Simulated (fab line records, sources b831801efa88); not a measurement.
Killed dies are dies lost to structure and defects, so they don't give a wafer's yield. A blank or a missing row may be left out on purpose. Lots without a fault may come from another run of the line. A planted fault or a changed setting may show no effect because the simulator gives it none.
Chamber matching | flow sky130 | SKY_FIELD_ISO_WET_ETCH_28 on wet_bench-04: 3 sister chambers
The step etches SiO2 in dHF, target depth 23.7 nm, time 47 s. 6 wafers are shown with their chamber, then 7 later ones without.

WAFERS WITH THEIR CHAMBER
wafer  | chamber | temp_c (C) | bath_heat_duty_pct (%)
L838.2 | 3       | 25.11      | 7.1
L838.3 | 3       | 25.05      | 6.5
L839.2 | 1       | 24.95      | 4.7
L839.4 | 1       | 24.97      | 7.1
L847.2 | 2       | 24.98      | 6.3
L847.3 | 2       | 24.77      | 6.8

WAFERS WITHOUT THEIR CHAMBER
wafer  | temp_c (C) | bath_heat_duty_pct (%)
L847.5 | 24.83      | 6.3
L855.1 | 24.99      | 6.1
L855.3 | 25.11      | 6.8
L855.6 | 25.04      | 7.3
L856.2 | 25.09      | 7.2
L856.4 | 24.97      | 5.9
L856.6 | 25.22      | 7.0

WHICH CHAMBER EACH WENT THROUGH
wafer  | from the rows above          | in truth
L847.5 | can't be placed: 2 or 1      | 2
L855.1 | can't be placed: 1 or 3 or 2 | 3
L855.3 | can't be placed: 3 or 1      | 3
L855.6 | can't be placed: 3 or 1 or 2 | 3
L856.2 | can't be placed: 3 or 1      | 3
L856.4 | can't be placed: 1 or 2 or 3 | 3
L856.6 | can't be placed: 3 or 1      | 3
Placed correctly: 0 of 7. Can't be placed from these rows: 7 (the true chamber is among the candidates in 7). Placed wrongly: 0.
How it was worked out, from the rows above alone: a wafer's distance from a chamber is the root of the sum, over the readings, of the square of ((its reading less the chamber's mean) divided by the reading's scatter). The wafer belongs to the nearest chamber; if the next one is less than 2 further off, it can't be placed. A chamber's mean is the mean of its shown wafers. The scatter: the root of (the sum of the squares of (reading less its chamber's mean) over the shown wafers, divided by (wafers less chambers)).
